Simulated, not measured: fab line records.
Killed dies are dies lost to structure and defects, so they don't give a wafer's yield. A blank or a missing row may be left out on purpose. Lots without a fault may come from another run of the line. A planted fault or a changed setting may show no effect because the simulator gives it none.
Split-lot trial | flow sky130 | 23 wafers read across 5 lots, on a route 708 steps long

ABOUT THE SPLIT
At SKY_VIA2_COAT_07 (resist thk 450 nm), the setting spin-rpm was moved away from the recipe's 3000 rpm on 6 of the 23 wafers read, by -3.0% to -2.2%. All remaining wafers had this setting at the recipe value.

Between the split and the reading, the file records no step.

THE READING
KrF-thick_of_VIA2_COAT_07.thk-nm (the simulator's own value, which no gauge read), in nm, at SKY_VIA2_ETCH_14 (etches BARC in N2/H2, stops on SiO2, time 45.9 s, target depth 60 nm). The file does not state a usual value for it. Average 393.9 nm, standard deviation 1.2 nm, over the 17 wafers here run with the recipe.

wafer  | tool, chamber at the split | spin-rpm as run, rpm | against the recipe | KrF-thick_of_VIA2_COAT_07.thk-nm, nm | against lot-mates on the recipe
L074.1 | litho-track-04, 0          | 2935                 | -2.2%              | 395.9                                | +3.0
L074.2 | litho-track-04, 0          | 3000                 | recipe             | 392.6                                | -
L074.3 | litho-track-04, 0          | 2935                 | -2.2%              | 398.5                                | +5.6
L074.4 | litho-track-04, 0          | 3000                 | recipe             | 393.1                                | -
L074.5 | litho-track-04, 0          | 2935                 | -2.2%              | 397.2                                | +4.3
L076.1 | litho-track-02, 0          | 3000                 | recipe             | 394.8                                | -
L076.2 | litho-track-02, 0          | 3000                 | recipe             | 394.7                                | -
L076.3 | litho-track-02, 0          | 3000                 | recipe             | 393.4                                | -
L076.5 | litho-track-02, 0          | 3000                 | recipe             | 394                                  | -
L076.6 | litho-track-02, 0          | 3000                 | recipe             | 394.6                                | -
L079.1 | litho-track-01, 0          | 3000                 | recipe             | 394.1                                | -
L079.3 | litho-track-01, 0          | 3000                 | recipe             | 394.2                                | -
L079.5 | litho-track-01, 0          | 3000                 | recipe             | 392                                  | -
L082.1 | litho-track-02, 0          | 2910                 | -3.0%              | 399                                  | +6.8
L082.2 | litho-track-02, 0          | 2910                 | -3.0%              | 399.1                                | +6.9
L082.4 | litho-track-02, 0          | 3000                 | recipe             | 393.2                                | -
L082.5 | litho-track-02, 0          | 3000                 | recipe             | 391.2                                | -
L082.6 | litho-track-02, 0          | 2910                 | -3.0%              | 398.8                                | +6.6
L084.1 | litho-track-04, 0          | 3000                 | recipe             | 394.9                                | -
L084.2 | litho-track-04, 0          | 3000                 | recipe             | 395.7                                | -
L084.4 | litho-track-04, 0          | 3000                 | recipe             | 395.4                                | -
L084.5 | litho-track-04, 0          | 3000                 | recipe             | 393.5                                | -
L084.6 | litho-track-04, 0          | 3000                 | recipe             | 394.3                                | -

THE FIT
A straight line over all 23 wafers: KrF-thick_of_VIA2_COAT_07.thk-nm changes by -1.65 nm for each +1% of spin-rpm; r = -0.87; the points scatter about the line by 1.1 nm.
The same after taking each lot's own level away (the mean of its wafers on the recipe; 23 wafers): -2.18 nm for each +1%; r = -0.96; scatter 0.81 nm.
According to that fit, moving spin-rpm by its largest amount changes the reading by 6.5 nm.
The lots' own levels span 392.20 to 394.76 nm, that is 2.2 times the standard deviation above.
In other words, the slope is changed by the lot-to-lot level; the two fits disagree.
Check: for one of the wafers moved furthest among these (-3.0%), held out of the fit, the line's prediction against its lot-mates is +6.43 nm. Against them it came out at +6.8 nm.

OTHER SPLITS APPLIED TO THESE WAFERS
Note: prior to the reading, these wafers also went through further splits. Each is held against what the fit with the lots' levels taken away leaves over:
other split on the same wafers | wafers away from the commonest value | r with KrF-thick_of_VIA2_COAT_07.thk-nm (lot level and that fit taken away)
SKY_METAL2_SPUTTER_02 power-w  | 8                                    | +0.25

THE WHOLE CHAIN: every reading that the file lists as answering this split, in the file's order
step             | what it does                                                         | reading                                                                           | change (the file's fit)              | r (the file's)
SKY_VIA2_COAT_07 | resist thk 450 nm                                                    | KrF-thick_of_VIA2_COAT_07.thk-nm (the simulator's own value, which no gauge read) | -2.02 nm for each +1% of the setting | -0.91
SKY_VIA2_ETCH_14 | etches BARC in N2/H2, stops on SiO2, time 45.9 s, target depth 60 nm | KrF-thick_of_VIA2_COAT_07.thk-nm (the simulator's own value, which no gauge read) | -2.17 nm for each +1% of the setting | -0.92

FILE'S OWN FIT
KrF-thick_of_VIA2_COAT_07.thk-nm changes by -2.17 nm for each +1% of spin-rpm, r = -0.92.
